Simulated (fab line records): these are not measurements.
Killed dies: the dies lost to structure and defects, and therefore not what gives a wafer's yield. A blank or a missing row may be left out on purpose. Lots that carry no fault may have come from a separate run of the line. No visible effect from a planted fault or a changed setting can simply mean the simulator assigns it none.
The same fault as seen by 2 desks + flow sky130 + what lay behind the numbers comes last; until then each desk has only its own

== FOR THE TOOL OWNER'S DESK: krf scanner-02 ==
The tool's own readings at SKY_VIA2_EXPOSE_09 (exposes mask VIM2, target cd 200 nm): means of the sampled wafers that have a number, for each lot that ran on this tool. Any lot whose mean is over 4 standard deviations away from the usual mean is out of limits and marked OUT; that distance is given in the brackets.
Columns: A = reticle temp C at SKY_VIA2_EXPOSE_09, usual 22.98 C
| lot  | first seen here | A     |
|------|-----------------|-------|
| L850 | day 35 20:55    | 22.94 |
| L858 | day 38 16:36    | 22.93 |
| L862 | day 39 19:23    | 22.90 |
| L863 | day 40 06:28    | 22.96 |
This desk's verdict: no lot among the 4 shows anything out of limits.

== AT THE METROLOGY DESK ==
Lot by lot, what the gauges showed, no matter which tool ran the lot: averages of those sampled wafers that carry a number. Any lot whose mean is over 4 standard deviations away from the usual mean is out of limits and marked OUT; that distance is given in the brackets.
Columns: A = cd nm at SKY_METAL2_CD_MEAS_15, usual 140.5 nm; B = VIA2_BOW at SKY_VIA2_BOW_MEAS_03, usual 85 um; C = cd nm at SKY_VIA2_CD_MEAS_12, usual 200.4 nm
| lot  | first seen here | A     | B  | C                |
|------|-----------------|-------|----|------------------|
| L850 | day 35 06:23    | 141.2 | 80 | 198.3            |
| L851 | day 35 16:39    | 141.8 | 77 | 201.4            |
| L853 | day 36 11:59    | 140.3 | 82 | 201.0            |
| L854 | day 36 15:31    | 139.8 | 83 | 198.0            |
| L855 | day 36 21:07    | 139.7 | 81 | 199.2            |
| L856 | day 37 06:34    | 140.5 | 86 | 201.5            |
| L858 | day 38 02:25    | 139.0 | 94 | 200.1            |
| L861 | day 39 01:29    | 140.1 | 83 | 199.4            |
| L862 | day 39 05:24    | 138.7 | 88 | 178.5 (-15) OUT  |
| L863 | day 39 16:22    | 139.4 | 82 | 189.7 (-7.2) OUT |
| L872 | day 42 02:56    | 141.9 | 90 | 199.7            |
This desk's finding: out of limits on L862, L863; first on L862, day 40 07:45 (cd nm at SKY_VIA2_CD_MEAS_12). L850, L851, L853, L854, L855, L856, L858, L861, L872 stayed within limits.

== TAKEN TOGETHER ==
Metrology desk: alarm possible at day 40 07:45 on L862, L863.
The desk of the tool owner found nothing out of limits.
On record at the tool owner's desk: L862, L863, within its limits.
On krf scanner-02, each named lot ran SKY_VIA2_EXPOSE_09.

== WHAT THE SIMULATOR HAD INSERTED ==
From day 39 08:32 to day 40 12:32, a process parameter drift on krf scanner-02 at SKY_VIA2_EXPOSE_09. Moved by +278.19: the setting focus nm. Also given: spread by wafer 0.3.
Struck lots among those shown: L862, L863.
Per desk, hours elapsed from the start of the fault to the first reading out of limits: for the metrology desk, 23.
